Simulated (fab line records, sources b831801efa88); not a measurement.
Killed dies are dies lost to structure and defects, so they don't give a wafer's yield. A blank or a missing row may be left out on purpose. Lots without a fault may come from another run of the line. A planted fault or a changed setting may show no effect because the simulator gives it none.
A struck lot beside a sound one | flow sky130 | 17 steps out of a route of 708
Sound: wafers L107.1, L107.2, L107.6. Struck: wafers L121.1, L121.3, L121.5. The cause comes at the end.
At each step with rows: each side's tool, then ch and its chambers, then its first start. Under that, the readings that differ: sound wafers | struck wafers | difference of the means | sigmas: that difference in standard deviations of wafers without a fault.
alike: readings whose means differ by less than 2 such deviations, and words and numbers that are the same on both sides. not compared: withheld readings, readings that some wafer has no value for, bounds like >300 that may hide the same value, and numbers for which the record gives no deviation and whose values overlap.
The two part at a step that has a row with sigmas, a row that says differs or no value, or rows on one side only. Numbers that don't overlap but have no deviation are shown without sigmas and don't part them. A reading that every wafer of one side lacks parts them only if that side has two wafers or more.

first, 1 step without rows for these wafers: SKY_VT_ADJUST_LVTN_IMPLANT_19.
SKY_VT_ADJUST_LVTN_STRIP_20: strips in O2/N2.
  sound on plasma_asher-01 ch 0,1, day 8 21:04; struck on plasma_asher-04 ch 0,1, day 12 17:52
  alike: drypump_motor_current_A, oes_product_au, strip_time_to_endpoint_s
  not compared: rf_hours_counter_h
SKY_VT_ADJUST_LVTN_TW_MEAS_21:
  sound on film_metro-01, day 8 21:10; struck on film_metro-01, day 12 17:58
  alike: VT_ADJUST_LVTN_2_TW
then, 7 steps without rows for these wafers: SKY_VT_ADJUST_NCORE_DEHYDRATE_00 (time 60 s); SKY_VT_ADJUST_NCORE_HMDS_01 (prime time 60 s); SKY_VT_ADJUST_NCORE_COAT_02 (resist thk 1140 nm); SKY_VT_ADJUST_NCORE_SOFTBAKE_03 (time 60 s); SKY_VT_ADJUST_NCORE_EXPOSE_04 (exposes mask LVTN COMPLEMENT THIN, target cd 380 nm); SKY_VT_ADJUST_NCORE_PEB_05; SKY_VT_ADJUST_NCORE_DEVELOP_06 (develop time 60 s).
SKY_VT_ADJUST_NCORE_CD_MEAS_07: target cd 380 nm.
  sound on cd_sem-01, day 9 18:44; struck on cd_sem-02, day 13 19:47
  alike: cd_nm
SKY_VT_ADJUST_NCORE_OVL_MEAS_08:
  sound on overlay-01, day 9 18:51; struck on overlay-01, day 13 19:54
  alike: VT_ADJUST_NCORE_OVL
SKY_VT_ADJUST_NCORE_IMPLANT_09:
  sound on implanter-03 ch 0, day 9 18:53; struck on implanter-03 ch 0, day 13 19:56
  reading                   | sound               | struck            | difference | sigmas
  beam_energy_keV           | 9.999 10.001 10.002 | 7.440 7.445 7.442 | -2.558     | -99 or more
  model.implant.rp_nm (nm)  | 33.32 33.32 33.32   | 25.21 25.21 25.21 | -8.11      |
  model.implant.drp_nm (nm) | 17.11 17.11 17.11   | 13.91 13.91 13.91 | -3.20      |
SKY_VT_ADJUST_NCORE_STRIP_10: strips in O2/N2.
  sound on plasma_asher-01 ch 0,1, day 9 19:02; struck on plasma_asher-01 ch 1, day 13 20:05
  alike: drypump_motor_current_A, oes_product_au, strip_time_to_endpoint_s
  not compared: rf_hours_counter_h
SKY_VT_ADJUST_NCORE_TW_MEAS_11:
  sound on film_metro-04, day 9 19:08; struck on film_metro-03, day 13 20:11
  reading            | sound             | struck            | difference | sigmas
  VT_ADJUST_NCORE_TW | 221.0 219.8 220.1 | 203.9 203.0 204.2 | -16.6      | -10
then, 1 step without rows for these wafers: SKY_VT_ADJUST_HVTR_DEHYDRATE_00 (time 60 s).
-- the record jumps here: 36 days lie between the struck wafers' starts before and after (it left off in module VT_ADJUST_HVTR and takes up again in module PAD_OPEN, whose first step shown is number 708 of the route) --
SKY_PAD_OPEN_PROBE_99:
  sound on prober-02, day 46 21:42; struck on prober-02, day 50 01:21
  reading                                    | sound                   | struck                  | difference | sigmas
  model.etest.res_pwell_under_gate.rs_ohm_sq | 2291 2280 2288          | 2347 2323 2323          | +45        |
  model.etest.pfet_g5v0d10v5.off_log10_a_um  | -12.37 -12.59 -12.07    | -13.38 -13.21 -13.4     | -0.99      |
  model.etest.pfet_g5v0d10v5.vt_sat_v (V)    | -0.6242 -0.6402 -0.5966 | -0.7322 -0.7007 -0.7077 | -0.0932    |
  model.etest.pfet_16v.vt_v (V)              | -1.083 -1.085 -1.072    | -1.173 -1.166 -1.16     | -0.086     |
  model.etest.pfet_g5v0d10v5.vt_v (V)        | -0.821 -0.8405 -0.7973  | -0.9013 -0.8791 -0.8803 | -0.0673    |
  model.etest.pfet_g5v0d10v5.vt_long_v (V)   | -0.9116 -0.9205 -0.9004 | -0.9936 -0.9878 -0.9749 | -0.0746    |
  model.etest.nfet_g5v0d10v5.body_rise_v (V) | 0.6681 0.6724 0.6633    | 0.6431 0.6516 0.6463    | -0.0209    |
  alike: killed_at_M0_to_M3, killed_at_M4_up, killed_at_contacts, killed_at_front_end, killed_at_other, killed_dies, killed_open, killed_short
  not compared: model.etest.nfet_16v.r_on_ohm_um

WHERE THEY PART
First at SKY_VT_ADJUST_NCORE_IMPLANT_09; last, within this record, at SKY_VT_ADJUST_NCORE_TW_MEAS_11. Later steps at which nothing parts them and some readings are alike: SKY_PAD_OPEN_PROBE_99.

WHY: what the simulator had put in
Process parameter drift: implanter-03, from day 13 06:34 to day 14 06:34, at SKY_VT_ADJUST_NCORE_IMPLANT_09. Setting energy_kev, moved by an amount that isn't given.
